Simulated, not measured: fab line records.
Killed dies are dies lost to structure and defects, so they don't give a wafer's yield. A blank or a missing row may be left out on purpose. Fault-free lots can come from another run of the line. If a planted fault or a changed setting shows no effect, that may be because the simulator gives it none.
Code-filled problem report in 8D (eight disciplines) form    flow sky130    the parts of the form that need people (team, actions taken, sign-off) are left out

1. THE ISSUE
Wafers free of any fault read 1183 nm (standard deviation 13) for VIA2_HDPCVD_THK at SKY_VIA2_THK_MEAS_01, against a mean of 1853 nm on 3 wafers of 2 lots. That puts it +52 standard deviations away from the usual mean.
First observed at day 39 20:49: wafer L624.1, on film metro-02. At this step, 33 wafers from 11 lots have a number in the record. The rule behind "out" and "out of limits": a value lying over 4 standard deviations away from the usual mean. The rest of the wafers with a number are treated as sound.

2. WHAT THIS IS AND IS NOT
question                     is                      is not
which readings at this step  VIA2_HDPCVD_THK         -
which lots                   L624, L625              L615, L617, L618, L621, L622, L633, L634, L636, L638
which wafers of those lots   L624.1, L624.6, L625.1  L624.5, L625.3, L625.5
read on which gauges         film metro-02           film metro-01, film metro-03
when                         from day 39 20:49       up to then (16 sound wafers); but 14 sound wafers of L625, L633, L634, L636, L638 came after

3. WHAT RULES OUT EACH SUSPECT
Counting: any tool at a process step up to the reading remains a suspect provided it ran every lot that is out. Sound lots after the first of them don't rule it out here, since some wafers of a struck lot are sound.
- ruled out: the gauge at SKY_VIA2_THK_MEAS_01. All the wafers that are out were read on film metro-02, but those of them that SKY_VIA2_HDPCVD_00 has rows for are out there too, on other tools.
- rie metal-03 at SKY_METAL2_ETCH_18 (etches BARC in N2/H2, stops on SiO2, time 45.9 s, target depth 60 nm): kept. It ran every lot that is out, first L624 (day 39 19:53); its last sound lot up to then is L622 (day 39 01:02).
- hdpcvd-01 at SKY_VIA2_HDPCVD_00 (deposits SiO2, target thk 1180 nm, time 196.7 s): kept. It ran every lot that is out, first L624 (day 39 20:41); its last sound lot up to then is L622 (day 39 01:49). Out on those wafers are its own readings of run length s.
- Within hdpcvd-01 at SKY_VIA2_HDPCVD_00: the wafers that are out ran in chamber 0; their sound lot-mates ran in chambers 1, 2.
After counting, rie metal-03 at SKY_METAL2_ETCH_18 and hdpcvd-01 at SKY_VIA2_HDPCVD_00 remain.

4. THE CAUSE (what the simulator had put in)
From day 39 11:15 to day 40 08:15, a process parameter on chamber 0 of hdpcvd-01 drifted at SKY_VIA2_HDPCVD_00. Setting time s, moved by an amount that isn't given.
Counting left 2 suspects, and this tool is among them.

5. THE CHAIN OF EFFECTS, in route order
Rows list readings where the struck wafers' mean (over those with a number) sits beyond 3 standard deviations from the usual. Only readings for which the record gives a usual standard deviation are gone through. hours: the time from each lot's start at the first step in this table that gives one to its start at this step, as a median over the lots. sigmas: the change in usual standard deviations.
hours  step                  reading          usual    on struck wafers  change  sigmas
0      SKY_VIA2_HDPCVD_00    run length s     224.5 s  334.8             +110.3  +99 or more
0      SKY_VIA2_THK_MEAS_01  VIA2_HDPCVD_THK  1183 nm  1853              +670    +52
It contains these process steps:
- SKY_VIA2_HDPCVD_00: deposits SiO2, target thk 1180 nm, time 196.7 s.
Later measuring or inspecting steps at which every struck wafer that the step has a row for has a number for every such reading, and none has moved that far: SKY_VIA2_BOW_MEAS_03.

6. WHAT WOULD HAVE CAUGHT IT SOONER
The first out-of-limits reading at a measuring or inspecting step in this record came at day 39 20:49, 10 hours after the fault's start at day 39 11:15.
At SKY_VIA2_HDPCVD_00, the tool's own readings (run length s) were out on each struck wafer the step has a row for, so an alarm limit on them would have fired on the first such wafer.
Of the lots that are out (2), L625 began SKY_VIA2_HDPCVD_00 on hdpcvd-01 after day 39 20:49. A hold on the tool at that time would have spared it.
